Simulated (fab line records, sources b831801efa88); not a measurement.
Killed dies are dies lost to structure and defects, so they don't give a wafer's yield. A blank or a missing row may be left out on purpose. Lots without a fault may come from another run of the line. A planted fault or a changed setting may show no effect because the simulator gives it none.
A struck lot beside a sound one | flow gf180mcu | 16 steps out of a route of 602
Sound: wafers L511.2, L511.4, L511.5. Struck: wafers L510.1, L510.3. The cause comes at the end.
At each step with rows: each side's tool, then ch and its chambers, then its first start. Under that, the readings that differ: sound wafers | struck wafers | difference of the means | sigmas: that difference in standard deviations of wafers without a fault.
alike: readings whose means differ by less than 2 such deviations, and words and numbers that are the same on both sides. not compared: withheld readings, readings that some wafer has no value for, bounds like >300 that may hide the same value, and numbers for which the record gives no deviation and whose values overlap.
The two part at a step that has a row with sigmas, a row that says differs or no value, or rows on one side only. Numbers that don't overlap but have no deviation are shown without sigmas and don't part them. A reading that every wafer of one side lacks parts them only if that side has two wafers or more.

GF_STI_THK_MEAS_02:
  sound on film_metro-01, day 4 14:31; struck on film_metro-04, day 4 10:02
  reading                | sound          | struck      | difference | sigmas
  STI_OXIDATION_THK (nm) | 9.92 9.81 9.78 | 10.22 10.24 | +0.39      | +2
then, 1 step without rows for these wafers: GF_STI_CVD_03 (deposits Si3N4 from DCS/NH3, target thk 207.16 nm, time 3551 s).
GF_STI_THK_MEAS_04:
  sound on film_metro-03, day 4 17:34; struck on film_metro-03, day 4 12:05
  alike: STI_CVD_03_THK
then, 7 steps without rows for these wafers: GF_STI_DEHYDRATE_05 (time 60 s); GF_STI_HMDS_06 (prime time 60 s); GF_STI_COAT_07 (resist thk 700 nm); GF_STI_SOFTBAKE_08 (time 60 s); GF_STI_EXPOSE_09 (exposes mask COMP, target cd 220 nm); GF_STI_PEB_10 (peb time 90 s); GF_STI_DEVELOP_11 (develop time 60 s).
GF_STI_CD_MEAS_12: target cd 220 nm.
  sound on cd_sem-01, day 5 06:52; struck on cd_sem-01, day 5 01:55
  alike: cd_nm
GF_STI_ETCH_13: etches the open film in CHF3/O2, stops on Si, target depth 282.31 nm, time 112.9 s.
  sound on rie_diel-04 ch 0,1, day 5 06:58; struck on rie_diel-03 ch 1,2, day 5 02:02
  reading               | sound             | struck      | difference | sigmas
  oes_product_au (a.u.) | 0.829 0.833 0.833 | 0.850 0.842 | +0.014     | +2
  alike: drypump_motor_current_A, run_length_s, throttle_valve_pct
  not compared: rf_hours_counter_h
GF_STI_ETCH_14: etches Si in HBr/Cl2/O2, target depth 360 nm, time 102.9 s.
  sound on rie_si-02 ch 0,1,3, day 5 07:03; struck on rie_si-01 ch 1,3, day 5 02:07
  reading                              | sound             | struck      | difference | sigmas
  run_length_s (s)                     | 131.0 131.5 131.6 | 93.7 94.6   | -37.2      | -99 or more
  model.STI.feature_depth_nm (nm)      | 361.6 361.6 345.5 | 219.5 225.8 | -133.6     |
  model.etch.depth_nm (nm)             | 361.6 361.6 345.5 | 219.5 225.8 | -133.6     |
  model.KrF_of_STI_COAT_07.thk_nm (nm) | 316.6 317.7 323.3 | 365 360.9   | +44        |
  alike: drypump_motor_current_A, mfc_cl2_sccm, oes_product_au, throttle_valve_pct
  not compared: rf_hours_counter_h
GF_STI_STRIP_15: strips in O2/N2.
  sound on plasma_asher-04 ch 0,1, day 5 07:07; struck on plasma_asher-04 ch 0,1, day 5 02:11
  reading                      | sound             | struck      | difference | sigmas
  oes_product_au (a.u.)        | 0.382 0.378 0.381 | 0.400 0.398 | +0.019     | +3
  strip_time_to_endpoint_s (s) | 3.69 3.70 3.76    | 4.21 4.16   | +0.47      | +7
  alike: drypump_motor_current_A, heater_power_w
  not compared: rf_hours_counter_h
then, 1 step without rows for these wafers: GF_STI_CLEAN_16 (cleans in dHF, time 25 s).
GF_PASSIVATION_PROBE_99:
  the record has rows for the sound wafers here (prober-01, day 33 06:37) and none for the struck ones

WHERE THEY PART
First at GF_STI_THK_MEAS_02; last, within this record, at GF_PASSIVATION_PROBE_99.

WHY: what the simulator had put in
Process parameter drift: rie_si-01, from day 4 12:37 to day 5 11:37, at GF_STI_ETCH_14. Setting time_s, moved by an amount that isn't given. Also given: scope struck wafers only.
